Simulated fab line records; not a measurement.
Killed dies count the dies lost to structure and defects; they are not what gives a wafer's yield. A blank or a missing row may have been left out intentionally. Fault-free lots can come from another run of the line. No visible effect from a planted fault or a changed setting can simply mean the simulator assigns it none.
One fault seen from 2 desks | flow sky130 | each desk has only its own numbers; what lay behind them comes last

## DESK OF THE TOOL OWNER: litho track-03
The tool's own readings at SKY_NWELL_DEVELOP_09 (develop time 60 s): means of the sampled wafers that have a number, for each lot that ran on this tool. A lot is out of limits, marked OUT, if its mean lies more than 4 standard deviations from the usual mean; the brackets give that distance.
Columns: A = chill plate temp C at SKY_NWELL_DEVELOP_09, usual 22.99 C
lot  | first seen here | A
L898 | day 4 10:00     | 22.98
L901 | day 5 04:00     | 23.14
L904 | day 6 00:00     | 23.02
L906 | day 6 10:00     | 23.16
L908 | day 6 23:00     | 23.00
L920 | day 9 19:00     | 23.03
Finding of this desk: none of the 6 lots has anything out of limits.

## AT THE METROLOGY DESK
Means of the sampled wafers that have a number, per lot and without regard to the tool the lot ran on: this is what the gauges read. A lot is out of limits, marked OUT, if its mean lies more than 4 standard deviations from the usual mean; the brackets give that distance.
Columns: A = FIELD_ISO_OXIDATION_01_THK at SKY_FIELD_ISO_THK_MEAS_23, usual 10.00 nm; B = NWELL_OXIDATION_THK at SKY_NWELL_THK_MEAS_02, usual 9.97 nm; C = NWELL_00_OVL at SKY_NWELL_OVL_MEAS_10, usual 0.2 nm
lot  | first seen here | A     | B     | C
L898 | day 2 05:51     | 10.09 | 9.76  | -0.5
L900 | day 2 18:54     | 9.75  | 10.16 | 0.1
L901 | day 2 21:24     | 10.11 | 10.37 | 1.5
L904 | day 3 15:14     | 9.97  | 10.15 | 0.9
L905 | day 3 21:00     | 10.24 | 9.74  | -0.8
L906 | day 4 00:38     | 9.91  | 9.97  | 0.6
L907 | day 4 05:49     | 10.23 | 10.12 | -0.1
L908 | day 4 11:50     | 9.88  | 10.15 | -
L917 | day 6 10:45     | 9.99  | 9.94  | 0.5
L918 | day 6 15:33     | 10.07 | 9.91  | -1.2
L919 | day 6 19:03     | 10.12 | 10.18 | 0.4
L920 | day 7 01:11     | 9.96  | 10.16 | 0.1
L921 | day 7 09:58     | 10.09 | 9.83  | 0.4
Finding of this desk: none of the 13 lots has anything out of limits.

## TAKEN TOGETHER
Nothing out of limits was seen by the tool owner's desk.
From the metrology desk's view, nothing was out of limits.

## WHAT THE SIMULATOR HAD PUT IN
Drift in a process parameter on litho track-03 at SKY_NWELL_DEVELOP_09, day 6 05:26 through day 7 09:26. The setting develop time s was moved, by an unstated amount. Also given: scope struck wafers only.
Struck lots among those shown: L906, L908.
